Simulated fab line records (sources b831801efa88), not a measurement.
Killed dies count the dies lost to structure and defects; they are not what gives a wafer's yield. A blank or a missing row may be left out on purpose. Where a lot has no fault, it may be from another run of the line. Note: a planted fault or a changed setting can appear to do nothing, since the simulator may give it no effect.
fab line records || flow gf180mcu || part 2 of 2: steps 25 to 35 of 35
record {"lots": 5, "wafers": 15, "last_day": 32}
route steps=602 shown V2@390 M3@409
lots that met no fault: from a run of the same line without faults
start_h: hours from the record's opening day to when the first of the lot's shown wafers began || wait_h: hours elapsed since this lot's preceding step || " identical to the entry in the row above || L1.1+2: one row covering several wafers at once || - either no value or no given start || * or withheld: withheld || < > ~ a bound
route shown NAME@n: a module of which the file shows steps, and the number in the route of the first || usual: the fault-free wafers' mean and standard deviation || same: alike in all rows || chamber/n: place in a boat || sites: the reading at each site || _std_site: the values' standard deviation || _edge_site: inner sites' mean taken away from outer sites' mean || radius_mm: for every site, how far away it sits from the centre of the wafer || mask NAME#n: copy n || behind: tool/chamber where the wafer was last shaped || hold: the reason the lot was held/the length of the hold in hours/how it ended || device: whichever transistor did not switch (one of n, p or np) || end of line: the route-end tests of the same wafers || a step given without rows: its recipe and nothing more || killed: at the first sort, the dies lost to defects and structure; wafer yield is something else || map: a wafer's dies, marking killed ones x, the rest . and places with no die _
set.NAME: the setting the step ran with; set.NAME@STEP: the setting that earlier step ran with || model.NAME: the simulator's own value behind a step, which no gauge read
a table for each step, a row for each wafer; lots at some steps of the route
services: a tool's chamber out of use, with start hour (start_h, from the record's first day; less than 0 if before it), hours out, and reason
## steps
# step GF_M3_RS_MEAS_05
# recipe {"thk_meas_gauge": "four-point-probe", "reads": "TiN_of_M3_SPUTTER_04+Ti_of_M3_SPUTTER_03+AlCu_of_M3_SPUTTER_02+TiN_of_M3_SPUTTER_01+Ti_of_M3_SPUTTER_00"}
# usual {"M3_ALCU_RS": "0.0692/0.00071"}
{"lot.wafer": "L077.2", "tool": "film_metro-03", "chamber": "-", "start_h": 487.70, "wait_h": 0.0, "M3_ALCU_RS[ohm/sq]": 0.0685}
{"lot.wafer": "L077.4", "tool": "film_metro-03", "chamber": "-", "start_h": 487.70, "wait_h": 0.0, "M3_ALCU_RS[ohm/sq]": 0.0678}
{"lot.wafer": "L077.6", "tool": "film_metro-03", "chamber": "-", "start_h": 487.70, "wait_h": 0.0, "M3_ALCU_RS[ohm/sq]": 0.0685}
{"lot.wafer": "L078.4", "tool": "film_metro-03", "chamber": "-", "start_h": 499.85, "wait_h": 0.1, "M3_ALCU_RS[ohm/sq]": 0.0686}
{"lot.wafer": "L078.5", "tool": "film_metro-03", "chamber": "-", "start_h": 499.85, "wait_h": 0.1, "M3_ALCU_RS[ohm/sq]": 0.0689}
{"lot.wafer": "L078.6", "tool": "film_metro-03", "chamber": "-", "start_h": 499.85, "wait_h": 0.1, "M3_ALCU_RS[ohm/sq]": 0.0692}
{"lot.wafer": "L079.1", "tool": "film_metro-03", "chamber": "-", "start_h": 511.25, "wait_h": 0.0, "M3_ALCU_RS[ohm/sq]": 0.0694}
{"lot.wafer": "L079.3", "tool": "film_metro-03", "chamber": "-", "start_h": 511.25, "wait_h": 0.0, "M3_ALCU_RS[ohm/sq]": 0.0698}
{"lot.wafer": "L079.6", "tool": "film_metro-03", "chamber": "-", "start_h": 511.25, "wait_h": 0.0, "M3_ALCU_RS[ohm/sq]": 0.0696}
{"lot.wafer": "L083.1", "tool": "film_metro-04", "chamber": "-", "start_h": 547.24, "wait_h": 0.0, "M3_ALCU_RS[ohm/sq]": 0.0677}
{"lot.wafer": "L083.2", "tool": "film_metro-04", "chamber": "-", "start_h": 547.24, "wait_h": 0.0, "M3_ALCU_RS[ohm/sq]": 0.0681}
{"lot.wafer": "L083.4", "tool": "film_metro-04", "chamber": "-", "start_h": 547.24, "wait_h": 0.0, "M3_ALCU_RS[ohm/sq]": 0.0679}
{"lot.wafer": "L089.1", "tool": "film_metro-03", "chamber": "-", "start_h": 598.62, "wait_h": 0.0, "M3_ALCU_RS[ohm/sq]": 0.0695}
{"lot.wafer": "L089.4", "tool": "film_metro-03", "chamber": "-", "start_h": 598.62, "wait_h": 0.0, "M3_ALCU_RS[ohm/sq]": 0.0694}
{"lot.wafer": "L089.6", "tool": "film_metro-03", "chamber": "-", "start_h": 598.62, "wait_h": 0.0, "M3_ALCU_RS[ohm/sq]": 0.0697}
# step GF_M3_THK_MEAS_06
# recipe {"thk_meas_gauge": "xrf", "reads": "AlCu_of_M3_SPUTTER_02"}
# usual {"M3_ALCU_THK": "454/4.9"}
{"lot.wafer": "L077.2", "tool": "film_metro-03", "chamber": "-", "start_h": 487.81, "wait_h": 0.1, "M3_ALCU_THK[nm]": 459}
{"lot.wafer": "L077.4", "tool": "film_metro-03", "chamber": "-", "start_h": 487.81, "wait_h": 0.1, "M3_ALCU_THK[nm]": 461}
{"lot.wafer": "L077.6", "tool": "film_metro-03", "chamber": "-", "start_h": 487.81, "wait_h": 0.1, "M3_ALCU_THK[nm]": 457}
{"lot.wafer": "L078.4", "tool": "film_metro-03", "chamber": "-", "start_h": 499.94, "wait_h": 0.1, "M3_ALCU_THK[nm]": 457}
{"lot.wafer": "L078.5", "tool": "film_metro-03", "chamber": "-", "start_h": 499.94, "wait_h": 0.1, "M3_ALCU_THK[nm]": 454}
{"lot.wafer": "L078.6", "tool": "film_metro-03", "chamber": "-", "start_h": 499.94, "wait_h": 0.1, "M3_ALCU_THK[nm]": 450}
{"lot.wafer": "L079.1", "tool": "film_metro-03", "chamber": "-", "start_h": 511.37, "wait_h": 0.1, "M3_ALCU_THK[nm]": 451}
{"lot.wafer": "L079.3", "tool": "film_metro-03", "chamber": "-", "start_h": 511.37, "wait_h": 0.1, "M3_ALCU_THK[nm]": 448}
{"lot.wafer": "L079.6", "tool": "film_metro-03", "chamber": "-", "start_h": 511.37, "wait_h": 0.1, "M3_ALCU_THK[nm]": 452}
{"lot.wafer": "L083.1", "tool": "film_metro-04", "chamber": "-", "start_h": 547.36, "wait_h": 0.1, "M3_ALCU_THK[nm]": 464}
{"lot.wafer": "L083.2", "tool": "film_metro-04", "chamber": "-", "start_h": 547.36, "wait_h": 0.1, "M3_ALCU_THK[nm]": 461}
{"lot.wafer": "L083.4", "tool": "film_metro-04", "chamber": "-", "start_h": 547.36, "wait_h": 0.1, "M3_ALCU_THK[nm]": 464}
{"lot.wafer": "L089.1", "tool": "film_metro-03", "chamber": "-", "start_h": 598.74, "wait_h": 0.1, "M3_ALCU_THK[nm]": 450}
{"lot.wafer": "L089.4", "tool": "film_metro-03", "chamber": "-", "start_h": 598.74, "wait_h": 0.1, "M3_ALCU_THK[nm]": 452}
{"lot.wafer": "L089.6", "tool": "film_metro-03", "chamber": "-", "start_h": 598.74, "wait_h": 0.1, "M3_ALCU_THK[nm]": 450}
# step GF_M3_DEHYDRATE_07
# recipe {"temp_c": 200, "time_s": 60}
# usual {"heater_power_total_W": "160.39/0.13"}
{"lot.wafer": "L077.2", "tool": "litho_track-02", "chamber": 0, "start_h": 499.08, "wait_h": 11.3, "heater_power_total_W": 160.31}
{"lot.wafer": "L077.4", "tool": "litho_track-02", "chamber": 0, "start_h": 499.08, "wait_h": 11.3, "heater_power_total_W": 160.62}
{"lot.wafer": "L077.6", "tool": "litho_track-02", "chamber": 0, "start_h": 499.08, "wait_h": 11.3, "heater_power_total_W": 160.22}
{"lot.wafer": "L078.4", "tool": "litho_track-01", "chamber": 0, "start_h": 510.93, "wait_h": 11.0, "heater_power_total_W": 160.66}
{"lot.wafer": "L078.5", "tool": "litho_track-01", "chamber": 0, "start_h": 510.93, "wait_h": 11.0, "heater_power_total_W": 160.48}
{"lot.wafer": "L078.6", "tool": "litho_track-01", "chamber": 0, "start_h": 510.93, "wait_h": 11.0, "heater_power_total_W": 160.54}
{"lot.wafer": "L079.1", "tool": "litho_track-01", "chamber": 0, "start_h": 522.56, "wait_h": 11.2, "heater_power_total_W": 160.29}
{"lot.wafer": "L079.3", "tool": "litho_track-01", "chamber": 0, "start_h": 522.56, "wait_h": 11.2, "heater_power_total_W": 160.34}
{"lot.wafer": "L079.6", "tool": "litho_track-01", "chamber": 0, "start_h": 522.56, "wait_h": 11.2, "heater_power_total_W": 160.30}
{"lot.wafer": "L083.1", "tool": "litho_track-04", "chamber": 0, "start_h": 557.46, "wait_h": 10.1, "heater_power_total_W": 160.26}
{"lot.wafer": "L083.2", "tool": "litho_track-04", "chamber": 0, "start_h": 557.46, "wait_h": 10.1, "heater_power_total_W": 160.51}
{"lot.wafer": "L083.4", "tool": "litho_track-04", "chamber": 0, "start_h": 557.46, "wait_h": 10.1, "heater_power_total_W": 160.26}
{"lot.wafer": "L089.1", "tool": "litho_track-04", "chamber": 0, "start_h": 608.21, "wait_h": 9.5, "heater_power_total_W": 160.53}
{"lot.wafer": "L089.4", "tool": "litho_track-04", "chamber": 0, "start_h": 608.21, "wait_h": 9.5, "heater_power_total_W": 160.42}
{"lot.wafer": "L089.6", "tool": "litho_track-04", "chamber": 0, "start_h": 608.21, "wait_h": 9.5, "heater_power_total_W": 160.33}
# step GF_M3_HMDS_08
# recipe {"prime_time_s": 60, "prime_temp_c": 120}
{"lot.wafer": "L077.2+4+6", "tool": "litho_track-02", "chamber": 0, "start_h": 499.23, "wait_h": 0.1}
{"lot.wafer": "L078.4+5+6", "tool": "litho_track-01", "chamber": 0, "start_h": 511.08, "wait_h": 0.1}
{"lot.wafer": "L079.1+3+6", "tool": "litho_track-01", "chamber": 0, "start_h": 522.71, "wait_h": 0.1}
{"lot.wafer": "L083.1+2+4", "tool": "litho_track-04", "chamber": 0, "start_h": 557.61, "wait_h": 0.1}
{"lot.wafer": "L089.1+4+6", "tool": "litho_track-04", "chamber": 0, "start_h": 608.36, "wait_h": 0.1}
# step GF_M3_COAT_09
# recipe {"resist": "KrF", "spin_rpm": "withheld", "resist_thk_nm": 1000}
# usual {"dispense_pressure_kPa": "48/3"}
{"lot.wafer": "L077.2", "tool": "litho_track-02", "chamber": 0, "start_h": 499.38, "wait_h": 0.1, "dispense_pressure_kPa": 45}
{"lot.wafer": "L077.4", "tool": "litho_track-02", "chamber": 0, "start_h": 499.38, "wait_h": 0.1, "dispense_pressure_kPa": 45}
{"lot.wafer": "L077.6", "tool": "litho_track-02", "chamber": 0, "start_h": 499.38, "wait_h": 0.1, "dispense_pressure_kPa": 45}
{"lot.wafer": "L078.4", "tool": "litho_track-01", "chamber": 0, "start_h": 511.23, "wait_h": 0.1, "dispense_pressure_kPa": 52}
{"lot.wafer": "L078.5", "tool": "litho_track-01", "chamber": 0, "start_h": 511.23, "wait_h": 0.1, "dispense_pressure_kPa": 52}
{"lot.wafer": "L078.6", "tool": "litho_track-01", "chamber": 0, "start_h": 511.23, "wait_h": 0.1, "dispense_pressure_kPa": 52}
{"lot.wafer": "L079.1", "tool": "litho_track-01", "chamber": 0, "start_h": 522.86, "wait_h": 0.1, "dispense_pressure_kPa": 52}
{"lot.wafer": "L079.3", "tool": "litho_track-01", "chamber": 0, "start_h": 522.86, "wait_h": 0.1, "dispense_pressure_kPa": 52}
{"lot.wafer": "L079.6", "tool": "litho_track-01", "chamber": 0, "start_h": 522.86, "wait_h": 0.1, "dispense_pressure_kPa": 52}
{"lot.wafer": "L083.1", "tool": "litho_track-04", "chamber": 0, "start_h": 557.76, "wait_h": 0.1, "dispense_pressure_kPa": 46}
{"lot.wafer": "L083.2", "tool": "litho_track-04", "chamber": 0, "start_h": 557.76, "wait_h": 0.1, "dispense_pressure_kPa": 46}
{"lot.wafer": "L083.4", "tool": "litho_track-04", "chamber": 0, "start_h": 557.76, "wait_h": 0.1, "dispense_pressure_kPa": 46}
{"lot.wafer": "L089.1", "tool": "litho_track-04", "chamber": 0, "start_h": 608.51, "wait_h": 0.1, "dispense_pressure_kPa": 46}
{"lot.wafer": "L089.4", "tool": "litho_track-04", "chamber": 0, "start_h": 608.51, "wait_h": 0.1, "dispense_pressure_kPa": 46}
{"lot.wafer": "L089.6", "tool": "litho_track-04", "chamber": 0, "start_h": 608.51, "wait_h": 0.1, "dispense_pressure_kPa": 46}
# step GF_M3_SOFTBAKE_10
# recipe {"temp_c": 130, "time_s": 60, "resist": "KrF"}
# usual {"heater_power_total_W": "93.04/0.059"}
{"lot.wafer": "L077.2", "tool": "litho_track-02", "chamber": 0, "start_h": 499.53, "wait_h": 0.1, "heater_power_total_W": 93.03}
{"lot.wafer": "L077.4", "tool": "litho_track-02", "chamber": 0, "start_h": 499.53, "wait_h": 0.1, "heater_power_total_W": 93.01}
{"lot.wafer": "L077.6", "tool": "litho_track-02", "chamber": 0, "start_h": 499.53, "wait_h": 0.1, "heater_power_total_W": 93.10}
{"lot.wafer": "L078.4", "tool": "litho_track-01", "chamber": 0, "start_h": 511.38, "wait_h": 0.1, "heater_power_total_W": 92.96}
{"lot.wafer": "L078.5", "tool": "litho_track-01", "chamber": 0, "start_h": 511.38, "wait_h": 0.1, "heater_power_total_W": 92.98}
{"lot.wafer": "L078.6", "tool": "litho_track-01", "chamber": 0, "start_h": 511.38, "wait_h": 0.1, "heater_power_total_W": 93.00}
{"lot.wafer": "L079.1", "tool": "litho_track-01", "chamber": 0, "start_h": 523.01, "wait_h": 0.1, "heater_power_total_W": 93.08}
{"lot.wafer": "L079.3", "tool": "litho_track-01", "chamber": 0, "start_h": 523.01, "wait_h": 0.1, "heater_power_total_W": 93.02}
{"lot.wafer": "L079.6", "tool": "litho_track-01", "chamber": 0, "start_h": 523.01, "wait_h": 0.1, "heater_power_total_W": 92.97}
{"lot.wafer": "L083.1", "tool": "litho_track-04", "chamber": 0, "start_h": 557.91, "wait_h": 0.1, "heater_power_total_W": 93.05}
{"lot.wafer": "L083.2", "tool": "litho_track-04", "chamber": 0, "start_h": 557.91, "wait_h": 0.1, "heater_power_total_W": 93.04}
{"lot.wafer": "L083.4", "tool": "litho_track-04", "chamber": 0, "start_h": 557.91, "wait_h": 0.1, "heater_power_total_W": 93.03}
{"lot.wafer": "L089.1", "tool": "litho_track-04", "chamber": 0, "start_h": 608.66, "wait_h": 0.1, "heater_power_total_W": 93.05}
{"lot.wafer": "L089.4", "tool": "litho_track-04", "chamber": 0, "start_h": 608.66, "wait_h": 0.1, "heater_power_total_W": 92.95}
{"lot.wafer": "L089.6", "tool": "litho_track-04", "chamber": 0, "start_h": 608.66, "wait_h": 0.1, "heater_power_total_W": 93.08}
# step GF_M3_EXPOSE_11
# recipe {"mask_id": "Metal3", "target_cd_nm": 280, "na": 0.68, "source_shape": "conventional", "sigma_outer": 0.6, "dose_mj": 28}
# usual {"reticle_temp_C": "22.97/0.094"}
{"lot.wafer": "L077.2", "tool": "krf_scanner-02", "chamber": 0, "start_h": "-", "wait_h": "-", "mask": "Metal3#0", "reticle_temp_C": 22.93}
{"lot.wafer": "L077.4", "tool": "krf_scanner-02", "chamber": 0, "start_h": "-", "wait_h": "-", "mask": "Metal3#0", "reticle_temp_C": 22.83}
{"lot.wafer": "L077.6", "tool": "krf_scanner-02", "chamber": 0, "start_h": "-", "wait_h": "-", "mask": "Metal3#0", "reticle_temp_C": 23.00}
{"lot.wafer": "L078.4", "tool": "krf_scanner-01", "chamber": 0, "start_h": "-", "wait_h": "-", "mask": "Metal3#0", "reticle_temp_C": 23.03}
{"lot.wafer": "L078.5", "tool": "krf_scanner-01", "chamber": 0, "start_h": "-", "wait_h": "-", "mask": "Metal3#0", "reticle_temp_C": 23.08}
{"lot.wafer": "L078.6", "tool": "krf_scanner-01", "chamber": 0, "start_h": "-", "wait_h": "-", "mask": "Metal3#0", "reticle_temp_C": 23.02}
{"lot.wafer": "L079.1", "tool": "krf_scanner-01", "chamber": 0, "start_h": "-", "wait_h": "-", "mask": "Metal3#0", "reticle_temp_C": 23.03}
{"lot.wafer": "L079.3", "tool": "krf_scanner-01", "chamber": 0, "start_h": "-", "wait_h": "-", "mask": "Metal3#0", "reticle_temp_C": 23.09}
{"lot.wafer": "L079.6", "tool": "krf_scanner-01", "chamber": 0, "start_h": "-", "wait_h": "-", "mask": "Metal3#0", "reticle_temp_C": 22.87}
{"lot.wafer": "L083.1", "tool": "krf_scanner-02", "chamber": 0, "start_h": "-", "wait_h": "-", "mask": "Metal3#0", "reticle_temp_C": 23.00}
{"lot.wafer": "L083.2", "tool": "krf_scanner-02", "chamber": 0, "start_h": "-", "wait_h": "-", "mask": "Metal3#0", "reticle_temp_C": 22.94}
{"lot.wafer": "L083.4", "tool": "krf_scanner-02", "chamber": 0, "start_h": "-", "wait_h": "-", "mask": "Metal3#0", "reticle_temp_C": 22.81}
{"lot.wafer": "L089.1", "tool": "krf_scanner-01", "chamber": 0, "start_h": "-", "wait_h": "-", "mask": "Metal3#0", "reticle_temp_C": 22.95}
{"lot.wafer": "L089.4", "tool": "krf_scanner-01", "chamber": 0, "start_h": "-", "wait_h": "-", "mask": "Metal3#0", "reticle_temp_C": 23.03}
{"lot.wafer": "L089.6", "tool": "krf_scanner-01", "chamber": 0, "start_h": "-", "wait_h": "-", "mask": "Metal3#0", "reticle_temp_C": 22.99}
# step GF_M3_PEB_12
# recipe {"peb_temp_c": 135, "peb_time_s": 90, "resist": "KrF"}
# usual {"heater_power_total_W": "85.70/0.086"}
{"lot.wafer": "L077.2", "tool": "litho_track-02", "chamber": 0, "start_h": "-", "wait_h": "-", "heater_power_total_W": 85.86}
{"lot.wafer": "L077.4", "tool": "litho_track-02", "chamber": 0, "start_h": "-", "wait_h": "-", "heater_power_total_W": 85.58}
{"lot.wafer": "L077.6", "tool": "litho_track-02", "chamber": 0, "start_h": "-", "wait_h": "-", "heater_power_total_W": 85.76}
{"lot.wafer": "L078.4", "tool": "litho_track-02", "chamber": 0, "start_h": "-", "wait_h": "-", "heater_power_total_W": 85.69}
{"lot.wafer": "L078.5", "tool": "litho_track-02", "chamber": 0, "start_h": "-", "wait_h": "-", "heater_power_total_W": 85.73}
{"lot.wafer": "L078.6", "tool": "litho_track-02", "chamber": 0, "start_h": "-", "wait_h": "-", "heater_power_total_W": 85.74}
{"lot.wafer": "L079.1", "tool": "litho_track-01", "chamber": 0, "start_h": "-", "wait_h": "-", "heater_power_total_W": 85.84}
{"lot.wafer": "L079.3", "tool": "litho_track-01", "chamber": 0, "start_h": "-", "wait_h": "-", "heater_power_total_W": 85.74}
{"lot.wafer": "L079.6", "tool": "litho_track-01", "chamber": 0, "start_h": "-", "wait_h": "-", "heater_power_total_W": 85.68}
{"lot.wafer": "L083.1", "tool": "litho_track-01", "chamber": 0, "start_h": "-", "wait_h": "-", "heater_power_total_W": 85.62}
{"lot.wafer": "L083.2", "tool": "litho_track-01", "chamber": 0, "start_h": "-", "wait_h": "-", "heater_power_total_W": 85.64}
{"lot.wafer": "L083.4", "tool": "litho_track-01", "chamber": 0, "start_h": "-", "wait_h": "-", "heater_power_total_W": 85.79}
{"lot.wafer": "L089.1", "tool": "litho_track-01", "chamber": 0, "start_h": "-", "wait_h": "-", "heater_power_total_W": 85.78}
{"lot.wafer": "L089.4", "tool": "litho_track-01", "chamber": 0, "start_h": "-", "wait_h": "-", "heater_power_total_W": 85.83}
{"lot.wafer": "L089.6", "tool": "litho_track-01", "chamber": 0, "start_h": "-", "wait_h": "-", "heater_power_total_W": 85.65}
# step GF_M3_DEVELOP_13
# recipe {"develop_time_s": 60, "dev_temp_c": 21}
{"lot.wafer": "L077.2+4+6", "tool": "litho_track-02", "chamber": 0, "start_h": 510.93, "wait_h": 0.2}
{"lot.wafer": "L078.4+5+6", "tool": "litho_track-02", "chamber": 0, "start_h": 523.18, "wait_h": 0.1}
{"lot.wafer": "L079.1+3+6", "tool": "litho_track-01", "chamber": 0, "start_h": 534.51, "wait_h": 0.2}
{"lot.wafer": "L083.1+2+4", "tool": "litho_track-01", "chamber": 0, "start_h": 568.36, "wait_h": 0.2}
{"lot.wafer": "L089.1+4+6", "tool": "litho_track-01", "chamber": 0, "start_h": 619.36, "wait_h": 0.2}
# step GF_M3_CD_MEAS_14
# recipe {"target_cd_nm": 280}
# usual {"cd_nm": "279.9/1.1"}
{"lot.wafer": "L077.2", "tool": "cd_sem-01", "chamber": "-", "start_h": 511.08, "wait_h": 0.1, "cd_nm": 279.1}
{"lot.wafer": "L077.4", "tool": "cd_sem-01", "chamber": "-", "start_h": 511.08, "wait_h": 0.1, "cd_nm": 280.3}
{"lot.wafer": "L077.6", "tool": "cd_sem-01", "chamber": "-", "start_h": 511.08, "wait_h": 0.1, "cd_nm": 279.7}
{"lot.wafer": "L078.4", "tool": "cd_sem-01", "chamber": "-", "start_h": 523.32, "wait_h": 0.1, "cd_nm": 278.4}
{"lot.wafer": "L078.5", "tool": "cd_sem-01", "chamber": "-", "start_h": 523.32, "wait_h": 0.1, "cd_nm": 278.3}
{"lot.wafer": "L078.6", "tool": "cd_sem-01", "chamber": "-", "start_h": 523.32, "wait_h": 0.1, "cd_nm": 280.1}
{"lot.wafer": "L079.1", "tool": "cd_sem-02", "chamber": "-", "start_h": 534.66, "wait_h": 0.1, "cd_nm": 282.8}
{"lot.wafer": "L079.3", "tool": "cd_sem-02", "chamber": "-", "start_h": 534.66, "wait_h": 0.1, "cd_nm": 282.5}
{"lot.wafer": "L079.6", "tool": "cd_sem-02", "chamber": "-", "start_h": 534.66, "wait_h": 0.1, "cd_nm": 281.9}
{"lot.wafer": "L083.1", "tool": "cd_sem-01", "chamber": "-", "start_h": 568.51, "wait_h": 0.1, "cd_nm": 278.6}
{"lot.wafer": "L083.2", "tool": "cd_sem-01", "chamber": "-", "start_h": 568.51, "wait_h": 0.1, "cd_nm": 279.0}
{"lot.wafer": "L083.4", "tool": "cd_sem-01", "chamber": "-", "start_h": 568.51, "wait_h": 0.1, "cd_nm": 278.1}
{"lot.wafer": "L089.1", "tool": "cd_sem-01", "chamber": "-", "start_h": 619.51, "wait_h": 0.1, "cd_nm": 279.2}
{"lot.wafer": "L089.4", "tool": "cd_sem-01", "chamber": "-", "start_h": 619.51, "wait_h": 0.1, "cd_nm": 279.1}
{"lot.wafer": "L089.6", "tool": "cd_sem-01", "chamber": "-", "start_h": 619.51, "wait_h": 0.1, "cd_nm": 281.1}
# step GF_M3_OVL_MEAS_15
# usual {"M3_OVL": "-1/4.7"}
{"lot.wafer": "L077.2", "tool": "overlay-02", "chamber": "-", "start_h": 511.19, "wait_h": 0.1, "M3_OVL[nm]": -1}
{"lot.wafer": "L077.4", "tool": "overlay-02", "chamber": "-", "start_h": 511.19, "wait_h": 0.1, "M3_OVL[nm]": -1}
{"lot.wafer": "L077.6", "tool": "overlay-02", "chamber": "-", "start_h": 511.19, "wait_h": 0.1, "M3_OVL[nm]": 2}
{"lot.wafer": "L078.4", "tool": "overlay-02", "chamber": "-", "start_h": 523.40, "wait_h": 0.1, "M3_OVL[nm]": 2}
{"lot.wafer": "L078.5", "tool": "overlay-02", "chamber": "-", "start_h": 523.40, "wait_h": 0.1, "M3_OVL[nm]": -1}
{"lot.wafer": "L078.6", "tool": "overlay-02", "chamber": "-", "start_h": 523.40, "wait_h": 0.1, "M3_OVL[nm]": 2}
{"lot.wafer": "L079.1", "tool": "overlay-02", "chamber": "-", "start_h": 534.78, "wait_h": 0.1, "M3_OVL[nm]": 6}
{"lot.wafer": "L079.3", "tool": "overlay-02", "chamber": "-", "start_h": 534.78, "wait_h": 0.1, "M3_OVL[nm]": 2}
{"lot.wafer": "L079.6", "tool": "overlay-02", "chamber": "-", "start_h": 534.78, "wait_h": 0.1, "M3_OVL[nm]": -3}
{"lot.wafer": "L083.1", "tool": "overlay-01", "chamber": "-", "start_h": 568.63, "wait_h": 0.1, "M3_OVL[nm]": -2}
{"lot.wafer": "L083.2", "tool": "overlay-01", "chamber": "-", "start_h": 568.63, "wait_h": 0.1, "M3_OVL[nm]": 3}
{"lot.wafer": "L083.4", "tool": "overlay-01", "chamber": "-", "start_h": 568.63, "wait_h": 0.1, "M3_OVL[nm]": 7}
{"lot.wafer": "L089.1", "tool": "overlay-01", "chamber": "-", "start_h": 619.63, "wait_h": 0.1, "M3_OVL[nm]": -2}
{"lot.wafer": "L089.4", "tool": "overlay-01", "chamber": "-", "start_h": 619.63, "wait_h": 0.1, "M3_OVL[nm]": 7}
{"lot.wafer": "L089.6", "tool": "overlay-01", "chamber": "-", "start_h": 619.63, "wait_h": 0.1, "M3_OVL[nm]": 0}
## services
{"tool": "krf_scanner-02", "chamber": "-", "start_h": 454.30, "hours": 1.3, "kind": "pm"}
{"tool": "pvd_sputter-03", "chamber": "-", "start_h": 456.77, "hours": 11.1, "kind": "repair"}
{"tool": "rie_diel-02", "chamber": "-", "start_h": 456.89, "hours": 1.6, "kind": "repair"}
{"tool": "cmp-01", "chamber": "-", "start_h": 457.59, "hours": 1.7, "kind": "repair"}
{"tool": "pvd_sputter-01", "chamber": "-", "start_h": 468.92, "hours": 1.3, "kind": "repair"}
{"tool": "cvd_w-02", "chamber": 1, "start_h": 474.89, "hours": 5.9, "kind": "repair"}
{"tool": "cmp-01", "chamber": "-", "start_h": 478.74, "hours": 3.7, "kind": "pm"}
{"tool": "krf_scanner-01", "chamber": "-", "start_h": 480.32, "hours": 1.3, "kind": "pm"}
{"tool": "rie_diel-01", "chamber": 1, "start_h": 484.07, "hours": 8.2, "kind": "repair"}
{"tool": "rie_diel-02", "chamber": "-", "start_h": 517.07, "hours": 2.8, "kind": "pm"}
{"tool": "rie_diel-01", "chamber": "-", "start_h": 521.00, "hours": 14.6, "kind": "pm"}
{"tool": "pvd_sputter-03", "chamber": "-", "start_h": 529.51, "hours": 9.7, "kind": "repair"}
{"tool": "krf_scanner-01", "chamber": "-", "start_h": 538.77, "hours": 2.1, "kind": "repair"}
{"tool": "krf_scanner-01", "chamber": "-", "start_h": 541.09, "hours": 1.0, "kind": "pm"}
{"tool": "krf_scanner-02", "chamber": "-", "start_h": 542.13, "hours": 1.0, "kind": "pm"}
{"tool": "krf_scanner-02", "chamber": "-", "start_h": 552.29, "hours": 4.4, "kind": "pm"}
{"tool": "krf_scanner-02", "chamber": "-", "start_h": 556.67, "hours": 0.8, "kind": "pm"}
{"tool": "pvd_sputter-01", "chamber": "-", "start_h": 571.38, "hours": 22.5, "kind": "repair"}
{"tool": "rie_diel-01", "chamber": 1, "start_h": 588.50, "hours": 3.7, "kind": "repair"}
{"tool": "krf_scanner-01", "chamber": "-", "start_h": 589.18, "hours": 0.8, "kind": "pm"}
{"tool": "rie_diel-02", "chamber": 0, "start_h": 591.51, "hours": 54.5, "kind": "repair"}
{"tool": "krf_scanner-02", "chamber": "-", "start_h": 594.30, "hours": 3.6, "kind": "pm"}
{"tool": "rie_diel-02", "chamber": 1, "start_h": 595.87, "hours": 7.6, "kind": "repair"}
{"tool": "krf_scanner-02", "chamber": "-", "start_h": 608.65, "hours": 1.0, "kind": "repair"}
